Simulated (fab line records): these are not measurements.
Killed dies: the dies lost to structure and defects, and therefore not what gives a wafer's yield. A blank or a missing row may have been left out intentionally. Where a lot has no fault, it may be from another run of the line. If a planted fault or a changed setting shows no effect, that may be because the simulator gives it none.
Which tool did it? + flow sky130 + 12 lots, 36 wafers sampled, at 1 step of a route of 708

WHAT THE GAUGES SHOWED, per wafer
SKY_METAL4_OVL_MEAS_14. Usual: for METAL4_OVL the level is -3 nm and the standard deviation is 5.9.
| lot  | measured     | on         | METAL4_OVL (nm) | flag |
|------|--------------|------------|-----------------|------|
| L517 | day 41 12:53 | overlay-01 | 2 8 3           |      |
| L518 | day 42 01:28 | overlay-01 | -14 -11 -9      |      |
| L519 | day 42 08:26 | overlay-02 | 2 -2 5          |      |
| L520 | day 42 13:40 | overlay-02 | -2 -10 -1       |      |
| L521 | day 43 03:41 | overlay-02 | -2 0 -7         |      |
| L522 | day 43 07:47 | overlay-02 | -4 -11 -13      |      |
| L523 | day 43 09:35 | overlay-02 | 0 2 -1          |      |
| L524 | day 43 17:31 | overlay-02 | 8 9 6           |      |
| L525 | day 43 23:05 | overlay-01 | -2 0 -2         |      |
| L528 | day 44 18:31 | overlay-01 | -7 -13 -13      |      |
| L537 | day 46 23:47 | overlay-02 | 8 2 10          |      |
| L538 | day 47 05:19 | overlay-02 | -11 -17 -10     |      |

WHICH TOOL RAN EACH LOT (tool, then ch and the chambers of the sampled wafers, then the start)
The record shows no process step preceding these readings.

AS READ BY THE TOOLS THEMSELVES (means over the sampled wafers that have a number; for cases with no such wafer, the mark the record gives instead)
The record holds no such reading with a usual standard deviation.

THE ANSWER, worked out from the rows above alone
Rule: lot off if the mean of its wafers having a number is beyond 3 standard deviations from the usual mean. Also off: a lot with no number at a reading for which 4 or more lots have one. All remaining lots with rows at the step are treated as sound. The gauges are gone through in route order, then the tools' own readings, and for those a lot's mean is taken as printed above. The first step at which some lot is off is used, and at that step the reading that is off furthest; a lot without a number counts as furthest.
No lot is off on any of the readings shown, so nothing can be concluded from this.

WHAT THE SIMULATOR HAD PUT IN
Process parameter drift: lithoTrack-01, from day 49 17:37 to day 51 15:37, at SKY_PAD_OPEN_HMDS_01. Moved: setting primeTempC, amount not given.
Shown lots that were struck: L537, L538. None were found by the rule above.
